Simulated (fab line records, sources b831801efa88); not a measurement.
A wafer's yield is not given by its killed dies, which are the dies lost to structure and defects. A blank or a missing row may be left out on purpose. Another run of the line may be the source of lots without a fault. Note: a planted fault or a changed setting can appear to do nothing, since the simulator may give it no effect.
Split-lot study :: flow sky130 :: 5 lots, 23 wafers read, on a route of 708 steps

## THE SPLIT ITSELF
At SKY_VT_ADJUST_LVTN_SOFTBAKE_03, the setting temp-c was moved away from the recipe's 110 C on 10 of the 23 wafers read, by -2.7% to +3.3%. The other wafers ran this setting at the recipe's value.

## FROM THE SPLIT TO THE READING: what the file shows between them, 2 steps
- SKY_VT_ADJUST_LVTN_EXPOSE_04: exposes mask NWM COMPLEMENT LESS NATIVE, target cd 840 nm
- SKY_VT_ADJUST_LVTN_PEB_05

## THE READING
coat_of_VT_ADJUST_LVTN_COAT_02.thk-nm (the simulator's own value, which no gauge read), in nm, at SKY_VT_ADJUST_LVTN_DEVELOP_06 (develop time 60 s). The file does not state a usual value for it. The 13 wafers here that ran the recipe average 2991 nm, standard deviation 8.2 nm.

wafer: L074.2
tool, chamber at the split: litho-track-02, 0
temp-c as run, C: 110
against the recipe: recipe
coat_of_VT_ADJUST_LVTN_COAT_02.thk-nm, nm: 2973
against lot-mates on the recipe: -

wafer: L074.4
tool, chamber at the split: litho-track-02, 0
temp-c as run, C: 110
against the recipe: recipe
coat_of_VT_ADJUST_LVTN_COAT_02.thk-nm, nm: 2985
against lot-mates on the recipe: -

wafer: L074.5
tool, chamber at the split: litho-track-02, 0
temp-c as run, C: 110
against the recipe: recipe
coat_of_VT_ADJUST_LVTN_COAT_02.thk-nm, nm: 2977
against lot-mates on the recipe: -

wafer: L076.1
tool, chamber at the split: litho-track-04, 0
temp-c as run, C: 110
against the recipe: recipe
coat_of_VT_ADJUST_LVTN_COAT_02.thk-nm, nm: 2995
against lot-mates on the recipe: -

wafer: L076.2
tool, chamber at the split: litho-track-04, 0
temp-c as run, C: 113.6
against the recipe: +3.3%
coat_of_VT_ADJUST_LVTN_COAT_02.thk-nm, nm: 2965
against lot-mates on the recipe: -27

wafer: L076.4
tool, chamber at the split: litho-track-04, 0
temp-c as run, C: 113.6
against the recipe: +3.3%
coat_of_VT_ADJUST_LVTN_COAT_02.thk-nm, nm: 2962
against lot-mates on the recipe: -30

wafer: L076.5
tool, chamber at the split: litho-track-04, 0
temp-c as run, C: 113.6
against the recipe: +3.3%
coat_of_VT_ADJUST_LVTN_COAT_02.thk-nm, nm: 2960
against lot-mates on the recipe: -32

wafer: L076.6
tool, chamber at the split: litho-track-04, 0
temp-c as run, C: 110
against the recipe: recipe
coat_of_VT_ADJUST_LVTN_COAT_02.thk-nm, nm: 2989
against lot-mates on the recipe: -

wafer: L081.1
tool, chamber at the split: litho-track-03, 0
temp-c as run, C: 112
against the recipe: +1.8%
coat_of_VT_ADJUST_LVTN_COAT_02.thk-nm, nm: 2983
against lot-mates on the recipe: -9

wafer: L081.2
tool, chamber at the split: litho-track-03, 0
temp-c as run, C: 112
against the recipe: +1.8%
coat_of_VT_ADJUST_LVTN_COAT_02.thk-nm, nm: 2984
against lot-mates on the recipe: -8

wafer: L081.3
tool, chamber at the split: litho-track-03, 0
temp-c as run, C: 110
against the recipe: recipe
coat_of_VT_ADJUST_LVTN_COAT_02.thk-nm, nm: 2991
against lot-mates on the recipe: -

wafer: L081.5
tool, chamber at the split: litho-track-03, 0
temp-c as run, C: 110
against the recipe: recipe
coat_of_VT_ADJUST_LVTN_COAT_02.thk-nm, nm: 2990
against lot-mates on the recipe: -

wafer: L081.6
tool, chamber at the split: litho-track-03, 0
temp-c as run, C: 110
against the recipe: recipe
coat_of_VT_ADJUST_LVTN_COAT_02.thk-nm, nm: 2994
against lot-mates on the recipe: -

wafer: L083.1
tool, chamber at the split: litho-track-03, 0
temp-c as run, C: 107
against the recipe: -2.7%
coat_of_VT_ADJUST_LVTN_COAT_02.thk-nm, nm: 3018
against lot-mates on the recipe: +23

wafer: L083.2
tool, chamber at the split: litho-track-03, 0
temp-c as run, C: 110
against the recipe: recipe
coat_of_VT_ADJUST_LVTN_COAT_02.thk-nm, nm: 2994
against lot-mates on the recipe: -

wafer: L083.3
tool, chamber at the split: litho-track-03, 0
temp-c as run, C: 107
against the recipe: -2.7%
coat_of_VT_ADJUST_LVTN_COAT_02.thk-nm, nm: 3021
against lot-mates on the recipe: +26

wafer: L083.4
tool, chamber at the split: litho-track-03, 0
temp-c as run, C: 110
against the recipe: recipe
coat_of_VT_ADJUST_LVTN_COAT_02.thk-nm, nm: 2996
against lot-mates on the recipe: -

wafer: L083.6
tool, chamber at the split: litho-track-03, 0
temp-c as run, C: 107
against the recipe: -2.7%
coat_of_VT_ADJUST_LVTN_COAT_02.thk-nm, nm: 3023
against lot-mates on the recipe: +28

wafer: L085.1
tool, chamber at the split: litho-track-03, 0
temp-c as run, C: 113.5
against the recipe: +3.2%
coat_of_VT_ADJUST_LVTN_COAT_02.thk-nm, nm: 2975
against lot-mates on the recipe: -25

wafer: L085.2
tool, chamber at the split: litho-track-03, 0
temp-c as run, C: 110
against the recipe: recipe
coat_of_VT_ADJUST_LVTN_COAT_02.thk-nm, nm: 3001
against lot-mates on the recipe: -

wafer: L085.4
tool, chamber at the split: litho-track-03, 0
temp-c as run, C: 113.5
against the recipe: +3.2%
coat_of_VT_ADJUST_LVTN_COAT_02.thk-nm, nm: 2983
against lot-mates on the recipe: -17

wafer: L085.5
tool, chamber at the split: litho-track-03, 0
temp-c as run, C: 110
against the recipe: recipe
coat_of_VT_ADJUST_LVTN_COAT_02.thk-nm, nm: 3002
against lot-mates on the recipe: -

wafer: L085.6
tool, chamber at the split: litho-track-03, 0
temp-c as run, C: 110
against the recipe: recipe
coat_of_VT_ADJUST_LVTN_COAT_02.thk-nm, nm: 2997
against lot-mates on the recipe: -

FIT RESULTS
A straight line over all 23 wafers: coat_of_VT_ADJUST_LVTN_COAT_02.thk-nm changes by -8.09 nm for each +1% of temp-c; r = -0.88; the points scatter about the line by 8.3 nm.
The same after taking each lot's own level away (the mean of its wafers on the recipe; 23 wafers): -8.34 nm for each +1%; r = -0.97; scatter 4.1 nm.
That fit puts the effect of the largest move of temp-c on the reading at 27 nm.
The lots' own levels span 2978.3 to 3000.0 nm, that is 2.6 times the standard deviation above.
So the lot-to-lot level changes the slope little: the two slopes agree.
Check: for one of the wafers moved furthest among these (+3.3%), held out of the fit, the line's prediction against its lot-mates is -26 nm. It came out at -27 nm against them.

## FURTHER SPLITS ON THESE WAFERS
These wafers also went through other splits before the reading. Each is held against what the fit with the lots' levels taken away leaves over:
other split on the same wafers: SKY_FIELD_ISO_OXIDATION_01 temp-c
wafers away from the commonest value: 15
r with coat_of_VT_ADJUST_LVTN_COAT_02.thk-nm (lot level and that fit taken away): -0.14

other split on the same wafers: SKY_DNWELL_SOFTBAKE_03 temp-c
wafers away from the commonest value: 6
r with coat_of_VT_ADJUST_LVTN_COAT_02.thk-nm (lot level and that fit taken away): +0.19

other split on the same wafers: SKY_PWDE_COAT_02 resist-thk-nm
wafers away from the commonest value: 9
r with coat_of_VT_ADJUST_LVTN_COAT_02.thk-nm (lot level and that fit taken away): +0.28

other split on the same wafers: SKY_PWDE_IMPLANT_08 energy-kev
wafers away from the commonest value: 10
r with coat_of_VT_ADJUST_LVTN_COAT_02.thk-nm (lot level and that fit taken away): +0.12

other split on the same wafers: SKY_NWELL_IMPLANT_24 energy-kev
wafers away from the commonest value: 9
r with coat_of_VT_ADJUST_LVTN_COAT_02.thk-nm (lot level and that fit taken away): +0.04

other split on the same wafers: SKY_VT_ADJUST_HVTP_COAT_02 resist-thk-nm
wafers away from the commonest value: 6
r with coat_of_VT_ADJUST_LVTN_COAT_02.thk-nm (lot level and that fit taken away): +0.08

other split on the same wafers: SKY_VT_ADJUST_HVTP_DEVELOP_06 dev-temp-c
wafers away from the commonest value: 5
r with coat_of_VT_ADJUST_LVTN_COAT_02.thk-nm (lot level and that fit taken away): +0.21

## THE WHOLE CHAIN: every reading that the file lists as answering this split, in the file's order
step: SKY_VT_ADJUST_LVTN_DEVELOP_06
what it does: develop time 60 s
reading: coat_of_VT_ADJUST_LVTN_COAT_02.thk-nm (the simulator's own value, which no gauge read)
change (the file's fit): -7.86 nm for each +1% of the setting
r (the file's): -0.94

step: SKY_VT_ADJUST_LVTN_STRIP_09
what it does: strips in O2/N2
reading: strip-time-to-endpoint-s
change (the file's fit): withheld for each +1% of the setting
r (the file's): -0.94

## FILE'S OWN FIT
coat_of_VT_ADJUST_LVTN_COAT_02.thk-nm changes by -7.86 nm for each +1% of temp-c, r = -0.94.
